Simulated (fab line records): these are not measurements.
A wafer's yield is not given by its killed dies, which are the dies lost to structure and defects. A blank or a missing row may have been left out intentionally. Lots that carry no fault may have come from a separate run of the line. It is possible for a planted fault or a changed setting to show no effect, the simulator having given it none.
Matching of chambers -- flow gf180mcu -- GF_PASSIVATION_ETCH_11 on rie_diel-03 has 4 sister chambers
The step etches the open film in CF4/O2, stops on TiN, target depth 2040 nm, time 453.3 s. 20 wafers are shown with their chamber, then 10 later ones without.

== WAFERS PAIRED WITH THEIR CHAMBERS ==
wafer,chamber,drypump_motor_current_A (A),oes_product_au (a.u.),throttle_valve_pct (%)
L077.1,0,5.3,0.991,5.964
L077.2,3,6.1,1.003,5.975
L077.4,3,6.1,0.997,5.975
L081.2,3,6.1,0.999,5.981
L081.4,2,5.9,0.995,5.988
L081.6,0,5.3,0.990,5.959
L082.1,1,6.4,0.982,5.976
L082.2,3,6.1,0.999,5.956
L082.3,0,5.3,0.981,5.947
L082.4,3,6.1,1.002,5.967
L082.5,0,5.3,0.988,5.968
L082.6,1,6.4,0.981,5.955
L085.1,0,5.4,0.987,5.965
L085.5,3,6.0,1.002,5.968
L085.6,0,5.3,0.989,5.958
L089.2,1,6.4,0.989,5.950
L089.3,2,5.9,0.994,5.970
L089.5,2,5.9,1.002,5.970
L092.3,0,5.3,0.989,5.961
L092.4,3,6.1,1.000,5.972

SIGNATURES, as means of the wafers listed above
reading,chamber 0,chamber 1,chamber 2,chamber 3,scatter within a chamber
drypump_motor_current_A,5.314,6.400,5.900,6.086,0.0327
oes_product_au,0.98786,0.98400,0.99700,1.00029,0.00324
throttle_valve_pct,5.96029,5.96033,5.97600,5.97057,0.00887
Rule: a wafer's distance from a chamber is the root of the sum, over the readings, of the square of ((its reading less the chamber's mean) divided by the reading's scatter). The wafer belongs to the nearest chamber; if the next one is less than 2 further off, it can't be placed. The scatter is the square root of a quotient: the sum, over the shown wafers, of each reading's squared deviation from its chamber's mean, divided by wafers minus chambers.

== WAFERS WITH NO CHAMBER GIVEN ==
wafer,drypump_motor_current_A (A),oes_product_au (a.u.),throttle_valve_pct (%)
L092.6,5.3,0.987,5.960
L093.2,6.1,0.999,5.981
L093.3,6.3,0.988,5.969
L093.4,5.3,0.982,5.964
L096.4,6.1,0.994,5.961
L096.5,6.1,1.000,5.975
L096.6,5.3,0.996,5.971
L097.2,5.9,0.995,5.966
L097.3,6.1,1.000,5.974
L097.6,5.3,0.991,5.976

== WHICH CHAMBER EACH ONE RAN IN ==
wafer,from the rows above,in truth
L092.6,0,0
L093.2,3,3
L093.3,1,1
L093.4,0,0
L096.4,3,3
L096.5,3,3
L096.6,0,0
L097.2,2,2
L097.3,3,3
L097.6,0,0
Correct placement for 10 of the 10. Number that these rows cannot place: 0. Wrongly placed: 0.
